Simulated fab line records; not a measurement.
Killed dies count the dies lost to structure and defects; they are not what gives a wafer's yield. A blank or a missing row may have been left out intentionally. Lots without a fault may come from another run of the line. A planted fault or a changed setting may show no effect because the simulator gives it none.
Code-filled problem report in 8D (eight disciplines) form / flow sky130 / the parts of the form that need people (team, actions taken, sign-off) are left out

1. THE PROBLEM
Wafers without a fault read 15, standard deviation 4.3; killed-at-front-end at SKY_PAD_OPEN_PROBE_99 reads a mean of 48 on 12 wafers belonging to 4 lots. That is +7.7 standard deviations from the usual mean.
First observed at day 48 15:59: wafer L302.1, on prober-01. The record holds 12 wafers of 4 lots with a number at this step. Rule for "out", or "out of limits": more than 4 standard deviations from the usual mean. The other wafers with a number count as sound.

2. WHAT IT IS; WHAT IT IS NOT
question=which readings at this step; is=killed-at-front-end; is not=killed_at_M0_to_M3, killed-at-contacts, killed-at-other, killed-open, killed-short
question=which lots; is=L302, L303, L304, L305; is not=-
question=which wafers of those lots; is=all that have a number; is not=-
question=read on which tools; is=prober-01, prober-02; is not=-
question=when; is=from day 48 15:59; is not=up to then (0 sound wafers)

3. THE SUSPECTS, EACH WITH WHAT RULES IT OUT
Counting: any tool at a process step up to the reading is kept as a suspect provided that every lot that is out went through it and no sound lot did after the first of them.
- lpcvd-02 at SKY_SONOS_ONO_CVD_02 (deposits Si3N4 from DCS/NH3, target thk 10.5 nm, time 180 s): kept. It ran every lot that is out, first L302 (day 15 02:28), and no sound lot after that.
Left after counting: lpcvd-02 at SKY_SONOS_ONO_CVD_02.

4. THE CAUSE (what the simulator had put in)
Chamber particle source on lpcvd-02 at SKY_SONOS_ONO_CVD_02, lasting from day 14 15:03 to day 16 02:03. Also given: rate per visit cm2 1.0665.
After counting, this tool was the only one left.

5. SEQUENCE OF EFFECTS, ordered by route
Each row: a reading whose mean over the struck wafers that have a number lies more than 3 standard deviations from the usual. Scope: only readings with a usual standard deviation given in the record; hours: median across lots of the time from each lot's start at the first step in this table that gives one to its start at this step; sigmas: change in usual standard deviations.
hours=0; step=SKY_PAD_OPEN_PROBE_99; reading=killed-at-front-end; usual=15; on struck wafers=48; change=+33; sigmas=+7.7
hours=0; step=SKY_PAD_OPEN_PROBE_99; reading=killed-dies; usual=86; on struck wafers=118; change=+32; sigmas=+3.2
Here are the process steps it includes:
- SKY_PAD_OPEN_PROBE_99

6. WHAT WOULD HAVE CAUGHT IT SOONER
In this record no reading fell out of limits until day 48 15:59, 817 hours after the fault had begun at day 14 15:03.
An alarm limit of 4 standard deviations would not have fired on the tool readings at SKY_SONOS_ONO_CVD_02 for which the record gives a usual standard deviation, since none of them was out on any struck wafer.
Each of the lots that are out, 4 in all, had begun SKY_SONOS_ONO_CVD_02 on lpcvd-02 no later than day 48 15:59. Had the tool been put on hold then, not one of them would have been saved.
